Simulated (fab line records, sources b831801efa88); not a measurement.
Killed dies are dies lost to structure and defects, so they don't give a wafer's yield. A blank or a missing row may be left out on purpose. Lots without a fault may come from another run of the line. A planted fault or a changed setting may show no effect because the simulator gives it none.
Split-lot experiment | flow sky130 | 5 lots, 23 wafers read, on a route of 708 steps

THE SPLIT
At SKY_SONOS_TUNNEL_IMPLANT_09, the setting energy_kev was moved away from the recipe's 20 on 9 of the 23 wafers read, by -1.8% to +5.0%. The other wafers ran this setting at the recipe's value.

The reading is taken at the split's own step.

THE READING
implant.drp_nm (the simulator's own value, which no gauge read), in nm, at SKY_SONOS_TUNNEL_IMPLANT_09. The file gives no usual value for it.

wafer  | tool, chamber at the split | energy_kev as run | against the recipe | implant.drp_nm, nm | against lot-mates on the recipe
L078.2 | implanter-01, 0            | 20                | recipe             | 28.34              | -
L078.3 | implanter-01, 0            | 20                | recipe             | 28.34              | -
L078.6 | implanter-01, 0            | 20                | recipe             | 28.34              | -
L079.1 | implanter-02, 0            | 20                | recipe             | 28.34              | -
L079.2 | implanter-02, 0            | 20                | recipe             | 28.34              | -
L079.4 | implanter-02, 0            | 20                | recipe             | 28.34              | -
L079.5 | implanter-02, 0            | 20                | recipe             | 28.34              | -
L079.6 | implanter-02, 0            | 20                | recipe             | 28.34              | -
L080.1 | implanter-02, 0            | 20                | recipe             | 28.34              | -
L080.2 | implanter-02, 0            | 20                | recipe             | 28.34              | -
L080.4 | implanter-02, 0            | 19.64             | -1.8%              | 27.98              | -0.36
L080.5 | implanter-02, 0            | 19.64             | -1.8%              | 27.98              | -0.36
L080.6 | implanter-02, 0            | 19.64             | -1.8%              | 27.98              | -0.36
L081.1 | implanter-02, 0            | 20                | recipe             | 28.34              | -
L081.3 | implanter-02, 0            | 20                | recipe             | 28.34              | -
L081.2 | implanter-02, 0            | 20.44             | +2.2%              | 28.8               | +0.46
L081.4 | implanter-02, 0            | 20.44             | +2.2%              | 28.8               | +0.46
L081.5 | implanter-02, 0            | 20.44             | +2.2%              | 28.8               | +0.46
L085.1 | implanter-02, 0            | 21.01             | +5.0%              | 29.47              | +1.13
L085.2 | implanter-02, 0            | 21.01             | +5.0%              | 29.47              | +1.13
L085.5 | implanter-02, 0            | 21.01             | +5.0%              | 29.47              | +1.13
L085.3 | implanter-02, 0            | 20                | recipe             | 28.34              | -
L085.4 | implanter-02, 0            | 20                | recipe             | 28.34              | -

THE FIT
A straight line over all 23 wafers: implant.drp_nm changes by +0.219 nm for each +1% of energy_kev; r = +1.00; the points scatter about the line by 0.017 nm.
The same after taking each lot's own level away (the mean of its wafers on the recipe; 23 wafers): +0.219 nm for each +1%; r = +1.00; scatter 0.017 nm.
On that fit, the largest move of energy_kev shifts the reading by 1.1 nm.
The lots' own levels span 28.340 to 28.340 nm.
So the lot-to-lot level changes the slope little: the two slopes agree.
Check: with one of the wafers moved furthest among these (+5.0%) left out of the fit, the line predicts +1.1 nm for it against its lot-mates. It came out at +1.13 nm against them.

OTHER SPLITS ON THESE WAFERS
These wafers also went through other splits before the reading. Each is held against what the fit with the lots' levels taken away leaves over:
other split on the same wafers           | wafers away from the commonest value | r with implant.drp_nm (lot level and that fit taken away)
SKY_VT_ADJUST_NCORE_EXPOSE_04 dose_mj    | 9                                    | +0.30
SKY_VT_ADJUST_HVTR_DEVELOP_06 dev_temp_c | 6                                    | -0.37
SKY_VT_ADJUST_PCH_SOFTBAKE_03 temp_c     | 10                                   | +0.53
SKY_VT_ADJUST_PCH_STRIP_09 power_w       | 7                                    | +0.35

THE WHOLE CHAIN: every reading that the file lists as answering this split, in the file's order
step                        | what it does | reading                                                         | change (the file's fit)               | r (the file's)
SKY_SONOS_TUNNEL_IMPLANT_09 |              | implant.rp_nm (the simulator's own value, which no gauge read)  | +0.647 nm for each +1% of the setting | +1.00
SKY_SONOS_TUNNEL_IMPLANT_09 |              | implant.drp_nm (the simulator's own value, which no gauge read) | +0.22 nm for each +1% of the setting  | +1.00

THE FILE'S OWN FIT
implant.drp_nm changes by +0.22 nm for each +1% of energy_kev, r = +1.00.
